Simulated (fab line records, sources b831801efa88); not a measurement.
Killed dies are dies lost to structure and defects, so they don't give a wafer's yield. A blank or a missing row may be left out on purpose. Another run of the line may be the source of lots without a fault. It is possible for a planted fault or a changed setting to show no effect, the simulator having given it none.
fab line records -- flow sky130
record lots=12, wafers=36, last-day=49
route steps=708 shown FIELD_ISO@18 VT_ADJUST_HVTP@95 LDD_N@244 LDD_LDN@302 PAD_OPEN@708
lots untouched by any fault: they come from a run of this same line in which no faults occurred
start-h: hours from the record's first day to the start of the lot's first wafer shown -- wait-h: hours from the lot's prior step to this one -- " as in the row above -- L1.1+2: one row covering several wafers at once -- - no value, or no start given -- * or withheld: withheld -- < > ~ a bound
route shown NAME@n: names a module that has steps shown in the file, with the first one's number in the route -- usual: the fault-free wafers' mean and standard deviation -- same: alike in all rows -- chamber/n: place in a boat -- sites: each site's reading -- _std_site: their standard deviation -- _edge_site: outer sites' mean less inner sites' -- radius-mm: for every site, how far away it sits from the centre of the wafer -- mask NAME#n: copy n -- behind: the last tool/chamber to shape the wafer -- hold: the reason the lot was held/the length of the hold in hours/how it ended -- device: the transistor (n, p or np) that didn't switch -- end of line: the route-end tests of the same wafers -- for a step that has no rows: nothing shown but its recipe -- killed: dies that structure and defects cost at the first sort, which is not the same as the wafer's yield -- map: a wafer's dies, marking killed ones x, the rest . and places with no die _
set.NAME: the setting that was run; set.NAME@STEP: the one run at that earlier step -- model.NAME: the simulator's own value behind a step, which no gauge read
the route's steps for a sample of lots (tables are steps, rows are wafers)
services: the hour from which a tool's chamber was out of use, counted from the record's first day as start-h (under 0 if before that day), plus the number of hours and why
## steps
# step SKY_FIELD_ISO_ETCH_17
# recipe target-depth-a=3420, mask-material=Si3N4, chemistry=HBr/Cl2/O2, target=Si, taper-deg=5, icp-w=600, bias-w=150, pressure-mtorr=15, HBr_flow_sccm=150, Cl2_flow_sccm=40, O2_flow_sccm=6, time-s=97.7
# usual O2_flow_sccm=6.001/0.019, chamber-pressure-mTorr=14.999/0.012, drypump-motor-current-A=5.6/0.5, oes-product-au=1.001/0.0092, throttle-valve-pct=25.656/0.01
lot.wafer,tool,chamber,start-h,wait-h,O2_flow_sccm,chamber-pressure-mTorr,drypump-motor-current-A,oes-product-au,rf-hours-counter-h,throttle-valve-pct
L246.1,rie-si-02,3,34.57,0.1,6.007,14.998,5.0,1.009,129,25.641
L246.3,rie-si-02,2,34.57,0.1,5.961,14.990,4.9,0.981,55,25.665
L246.5,rie-si-02,3,34.57,0.1,5.972,14.982,5.0,1.004,-,25.651
L247.2,rie-si-02,1,40.72,0.1,6.000,15.007,6.1,1.007,31,25.641
L247.5,rie-si-02,0,40.72,0.1,5.989,14.990,6.3,0.995,-,25.655
L247.6,rie-si-02,3,40.72,0.1,5.999,14.986,5.0,1.015,-,25.635
L248.3,rie-si-01,1,44.94,0.0,6.024,15.007,5.8,1.007,20,25.657
L248.4,rie-si-01,0,44.94,0.0,6.025,14.989,5.4,1.014,152,25.650
L248.5,rie-si-01,3,44.94,0.0,5.985,14.988,5.7,1.013,-,25.645
L249.2,rie-si-02,1,50.72,0.1,6.015,15.016,6.1,0.995,31,25.653
L249.3,rie-si-02,2,50.72,0.1,6.021,15.002,5.0,1.004,55,25.654
L249.6,rie-si-02,2,50.72,0.1,5.982,15.013,5.0,1.001,-,25.665
L250.3,rie-si-02,0,58.07,0.0,6.036,14.989,6.3,0.983,103,25.665
L250.5,rie-si-02,0,58.07,0.0,6.033,15.017,6.3,0.987,-,25.652
L250.6,rie-si-02,3,58.07,0.0,6.003,15.009,5.0,1.010,-,25.655
L251.1,rie-si-01,0,63.87,0.1,6.000,14.998,5.5,1.010,153,25.646
L251.2,rie-si-01,3,63.87,0.1,5.990,15.006,5.7,1.010,36,25.637
L251.5,rie-si-01,1,63.87,0.1,6.025,15.008,5.8,1.019,-,25.640
L253.1,rie-si-02,0,75.32,0.1,6.010,14.995,6.3,0.990,103,25.641
L253.3,rie-si-02,2,75.32,0.1,5.992,14.998,4.9,0.995,55,25.662
L253.6,rie-si-02,0,75.32,0.1,6.013,14.996,6.3,0.985,-,25.674
L255.1,rie-si-01,1,82.92,0.1,6.014,15.005,5.8,1.005,21,25.657
L255.5,rie-si-01,3,82.92,0.1,5.985,14.991,5.7,0.999,-,25.651
L255.6,rie-si-01,1,82.92,0.1,6.011,14.993,5.8,1.005,-,25.645
L256.4,rie-si-02,2,86.47,0.0,6.010,14.993,4.9,1.007,55,25.645
L256.5,rie-si-02,1,86.47,0.0,5.995,15.010,6.1,1.002,-,25.656
L256.6,rie-si-02,2,86.47,0.0,6.009,15.000,4.9,1.002,-,25.656
L257.1,rie-si-02,1,92.42,0.1,5.996,15.003,6.1,0.996,31,25.670
L257.3,rie-si-02,3,92.42,0.1,5.983,15.019,5.0,1.008,130,25.654
L257.6,rie-si-02,1,92.42,0.1,6.007,15.010,6.1,0.999,-,25.668
L259.1,rie-si-02,2,103.32,0.1,5.993,15.010,4.9,0.999,56,25.670
L259.4,rie-si-02,3,103.32,0.1,5.992,14.999,5.0,1.420,130,25.369
L259.6,rie-si-02,2,103.32,0.1,6.018,14.989,5.0,0.992,-,25.657
L261.1,rie-si-01,2,112.87,0.1,5.999,14.975,5.9,1.006,4,25.658
L261.3,rie-si-01,0,112.87,0.1,5.973,15.014,5.4,1.008,0,25.655
L261.4,rie-si-01,1,112.87,0.1,5.983,15.019,5.8,0.996,21,25.659
# step SKY_VT_ADJUST_HVTP_STRIP_10
# recipe chemistry=O2/N2, power-w=1400, pressure-mtorr=1500, platen-temp-c=withheld, o2-flow-sccm=3000, n2-flow-sccm=300, overash-fraction=0.5
# usual chamber-pressure-mTorr=1500.2/1.3, drypump-motor-current-A=5.7/0.36, oes-product-au=0.716/0.0045, strip-time-to-endpoint-s=14.18/0.038
lot.wafer,tool,chamber,start-h,wait-h,chamber-pressure-mTorr,drypump-motor-current-A,oes-product-au,rf-hours-counter-h,strip-time-to-endpoint-s
L246.1,plasma-asher-04,0,138.20,0.1,1499.0,6.2,0.715,45,14.25
L246.3,plasma-asher-04,1,138.20,0.1,1500.5,5.7,0.708,-,14.23
L246.5,plasma-asher-04,1,138.20,0.1,1498.7,5.7,0.715,-,14.23
L247.2,plasma-asher-01,1,145.66,0.1,1497.6,5.7,0.715,45,14.11
L247.5,plasma-asher-01,1,145.66,0.1,1499.9,5.7,0.718,-,14.10
L247.6,plasma-asher-01,0,145.66,0.1,1501.5,5.0,0.725,-,14.11
L248.3,plasma-asher-01,1,148.84,0.1,1501.0,5.8,0.715,-,14.20
L248.4,plasma-asher-01,0,148.84,0.1,1501.0,5.0,0.728,-,14.18
L248.5,plasma-asher-01,0,148.84,0.1,1501.8,5.0,0.716,-,14.16
L249.2,plasma-asher-04,1,154.01,0.1,1499.3,5.7,0.715,46,14.22
L249.3,plasma-asher-04,1,154.01,0.1,1499.5,5.6,0.718,-,14.18
L249.6,plasma-asher-04,0,154.01,0.1,1498.9,6.1,0.719,-,14.11
L250.3,plasma-asher-04,0,163.69,0.1,1502.5,6.2,0.709,-,14.09
L250.5,plasma-asher-04,0,163.69,0.1,1498.0,6.2,0.718,-,14.13
L250.6,plasma-asher-04,1,163.69,0.1,1498.0,5.7,0.712,-,14.14
L251.1,plasma-asher-03,0,166.41,0.1,1499.8,5.7,0.711,33,14.13
L251.2,plasma-asher-03,1,166.41,0.1,1500.2,5.6,0.718,33,14.18
L251.5,plasma-asher-03,0,166.41,0.1,1500.7,5.7,0.726,-,14.16
L253.1,plasma-asher-01,0,182.36,0.1,1500.0,5.0,0.716,48,14.13
L253.3,plasma-asher-01,1,182.36,0.1,1499.9,5.7,0.718,-,14.18
L253.6,plasma-asher-01,0,182.36,0.1,1498.5,5.0,0.718,-,14.14
L255.1,plasma-asher-04,1,191.31,0.1,1498.7,5.7,0.714,50,14.15
L255.5,plasma-asher-04,0,191.31,0.1,1498.6,6.1,0.709,-,14.16
L255.6,plasma-asher-04,1,191.31,0.1,1501.0,5.7,0.720,-,14.16
L256.4,plasma-asher-03,1,196.36,0.1,1500.1,5.6,0.717,-,14.21
L256.5,plasma-asher-03,0,196.36,0.1,1499.3,5.7,0.718,-,14.19
L256.6,plasma-asher-03,1,196.36,0.1,1502.6,5.6,0.711,-,14.21
L257.1,plasma-asher-04,1,208.91,0.1,1498.8,5.7,0.720,52,14.23
L257.3,plasma-asher-04,0,208.91,0.1,1499.4,6.1,0.711,-,14.21
L257.6,plasma-asher-04,0,208.91,0.1,1499.6,6.2,0.716,-,14.22
L259.1,plasma-asher-04,1,219.77,0.1,1502.1,5.7,0.723,53,14.18
L259.4,plasma-asher-04,0,219.77,0.1,1501.4,6.2,0.717,-,14.21
L259.6,plasma-asher-04,1,219.77,0.1,1499.3,5.7,0.711,-,14.23
L261.1,plasma-asher-03,0,225.55,0.1,1502.0,5.7,0.715,39,14.17
L261.3,plasma-asher-03,0,225.55,0.1,1499.9,5.7,0.712,-,14.14
L261.4,plasma-asher-03,1,225.55,0.1,1502.4,5.6,0.719,-,14.24
# step SKY_LDD_N_OVL_MEAS_07
# usual LDD_N_OVL=-0.5/1.4
lot.wafer,tool,chamber,start-h,wait-h,LDD_N_OVL[nm]
L246.1,overlay-02,-,429.83,0.1,0.0
L246.3,overlay-02,-,429.83,0.1,-1.3
L246.5,overlay-02,-,429.83,0.1,-0.8
L247.2,overlay-02,-,444.40,0.1,-1.0
L247.5,overlay-02,-,444.40,0.1,0.7
L247.6,overlay-02,-,444.40,0.1,0.6
L248.3,overlay-02,-,444.46,0.1,1.6
L248.4,overlay-02,-,444.46,0.1,2.8
L248.5,overlay-02,-,444.46,0.1,1.2
L249.2,overlay-02,-,455.84,0.1,-0.2
L249.3,overlay-02,-,455.84,0.1,0.1
L249.6,overlay-02,-,455.84,0.1,0.9
L250.3,overlay-01,-,468.16,0.1,-1.8
L250.5,overlay-01,-,468.16,0.1,-0.8
L250.6,overlay-01,-,468.16,0.1,-1.6
L251.1,overlay-02,-,474.38,0.1,-0.9
L251.2,overlay-02,-,474.38,0.1,-0.8
L251.5,overlay-02,-,474.38,0.1,-0.7
L253.1,overlay-01,-,487.93,0.1,-0.1
L253.3,overlay-01,-,487.93,0.1,0.0
L253.6,overlay-01,-,487.93,0.1,1.1
L255.1,overlay-02,-,502.55,0.1,-2.2
L255.5,overlay-02,-,502.55,0.1,-2.5
L255.6,overlay-02,-,502.55,0.1,-2.1
L256.4,overlay-01,-,509.10,0.1,0.5
L256.5,overlay-01,-,509.10,0.1,0.9
L256.6,overlay-01,-,509.10,0.1,-0.4
L257.1,overlay-02,-,533.03,0.1,0.5
L257.3,overlay-02,-,533.03,0.1,1.2
L257.6,overlay-02,-,533.03,0.1,1.2
L259.1,overlay-02,-,543.58,0.1,0.2
L259.4,overlay-02,-,543.58,0.1,1.0
L259.6,overlay-02,-,543.58,0.1,1.5
L261.1,overlay-01,-,549.25,0.1,-1.4
L261.3,overlay-01,-,549.25,0.1,-1.2
L261.4,overlay-01,-,549.25,0.1,-1.1
# step SKY_LDD_LDN_TW_MEAS_13
# usual LDD_LDN_TW=1476/14
lot.wafer,tool,chamber,start-h,wait-h,LDD_LDN_TW
L246.1,film-metro-03,-,556.69,0.1,1452
L246.3,film-metro-03,-,556.69,0.1,1452
L246.5,film-metro-03,-,556.69,0.1,1452
L247.2,film-metro-03,-,570.17,0.1,1458
L247.5,film-metro-03,-,570.17,0.1,1454
L247.6,film-metro-03,-,570.17,0.1,1468
L248.3,film-metro-03,-,572.40,0.1,1454
L248.4,film-metro-03,-,572.40,0.1,1452
L248.5,film-metro-03,-,572.40,0.1,1452
L249.2,film-metro-03,-,581.49,0.1,1456
L249.3,film-metro-03,-,581.49,0.1,1461
L249.6,film-metro-03,-,581.49,0.1,1463
L250.3,film-metro-02,-,593.05,0.1,1473
L250.5,film-metro-02,-,593.05,0.1,1470
L250.6,film-metro-02,-,593.05,0.1,1471
L251.1,film-metro-01,-,600.38,0.1,1494
L251.2,film-metro-01,-,600.38,0.1,1488
L251.5,film-metro-01,-,600.38,0.1,1491
L253.1,film-metro-03,-,612.34,0.1,1457
L253.3,film-metro-03,-,612.34,0.1,1453
L253.6,film-metro-03,-,612.34,0.1,1463
L255.1,film-metro-03,-,625.81,0.1,1459
L255.5,film-metro-03,-,625.81,0.1,1445
L255.6,film-metro-03,-,625.81,0.1,1462
L256.4,film-metro-01,-,633.84,0.1,1486
L256.5,film-metro-01,-,633.84,0.1,1481
L256.6,film-metro-01,-,633.84,0.1,1486
L257.1,film-metro-01,-,654.63,0.1,1480
L257.3,film-metro-01,-,654.63,0.1,1473
L257.6,film-metro-01,-,654.63,0.1,1480
L259.1,film-metro-01,-,665.33,0.1,1481
L259.4,film-metro-01,-,665.33,0.1,1474
L259.6,film-metro-01,-,665.33,0.1,1477
L261.1,film-metro-02,-,670.53,0.1,1485
L261.3,film-metro-02,-,670.53,0.1,1482
L261.4,film-metro-02,-,670.53,0.1,1481
# step SKY_PAD_OPEN_PROBE_99
# usual killed_at_M0_to_M3=43/7.5, killed_at_M4_up=3.2/1.9, killed-at-contacts=24/5.6, killed-at-front-end=15/4.8, killed-at-other=0.2/0.54, killed-dies=86/11, killed-open=47/7.6, killed-short=39/7.1
# same gross-dies=492, killed-at-back-side=0
lot.wafer,tool,chamber,start-h,wait-h,killed_at_M0_to_M3,killed_at_M4_up,killed-at-contacts,killed-at-front-end,killed-at-other,killed-dies,killed-open,killed-short
L257.1,prober-01,-,1174.42,0.1,38,3,32,11,1,85,48,37
L257.3,prober-01,-,1174.52,0.2,46,3,23,16,0,88,38,50
L257.6,prober-01,-,1174.67,0.2,43,1,30,13,0,87,51,36
# killed by level:class
L257.1 LI_CONTACT:geometric-particle:open=9 CONTACT:geometric-particle:open=9 CONTACT:geometric-particle:short=7 VIA2:geometric-particle:open=7 VIA1:geometric-particle:open=6 METAL2:geometric-particle:short=5 FIELD_ISO:geometric-particle:open=4 METAL1:geometric-particle:short=4
L257.3 FIELD_ISO:geometric-particle:short=9 CONTACT:geometric-particle:open=8 VIA1:geometric-particle:open=8 METAL2:geometric-particle:short=7 CONTACT:geometric-particle:short=6 VIA2:geometric-particle:open=6 VIA3:geometric-particle:short=5 METAL1:geometric-particle:short=4
L257.6 LI_CONTACT:geometric-particle:open=9 VIA1:geometric-particle:short=9 VIA1:geometric-particle:open=8 FIELD_ISO:geometric-particle:open=7 CONTACT:geometric-particle:open=7 VIA2:geometric-particle:open=7 CONTACT:geometric-particle:short=6 VIA3:geometric-particle:open=5
## services
tool,chamber,start-h,hours,kind
plasma-asher-01,-,47.06,0.3,repair
plasma-asher-03,-,66.24,0.5,repair
rie-si-01,0,69.36,-,clean
rie-si-01,0,69.36,18.7,scheduled-down
rie-si-01,0,69.36,18.7,vent-cycle
rie-si-01,3,78.85,3.5,repair
plasma-asher-03,-,89.54,1.5,repair
rie-si-01,2,92.46,11.7,repair
rie-si-01,0,125.10,7.4,repair
rie-si-01,2,134.26,5.1,repair
plasma-asher-04,-,139.27,1.2,repair
rie-si-02,3,168.78,-,clean
rie-si-02,3,168.78,25.3,scheduled-down
rie-si-02,3,168.78,25.3,vent-cycle
rie-si-01,3,189.32,8.6,repair
rie-si-02,0,194.12,1.8,repair
## key
first-sign step=SKY_FIELD_ISO_ETCH_17, reading=oes-product-au, direction=up, sigmas=45, usual=1.001, struck=1.420
effect step=SKY_FIELD_ISO_ETCH_17, reading=throttle-valve-pct, direction=down, sigmas=28, usual=25.656, struck=25.369
met-at SKY_FIELD_ISO_ETCH_17
struck-lots L259
struck-wafers L259.4
tester-left-out L259
not-acting-at SKY_VT_ADJUST_HVTP_STRIP_10,SKY_LDD_N_OVL_MEAS_07,SKY_LDD_LDN_TW_MEAS_13
onset-between 92.42 103.32
fault kind=process-parameter-drift, tool=rie-si-02, chamber=3, onset-h=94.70, steps=SKY_FIELD_ISO_ETCH_17, channel=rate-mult, offset=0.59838, shape=step, end-h=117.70
# tester-left-out: of these lots the tester's yield and bins aren't shown, on N5 and GAA mostly nor the transistor test; their killed dies are dies lost to structure and defects alone, not to doping, threshold or leakage, so they don't give the yield
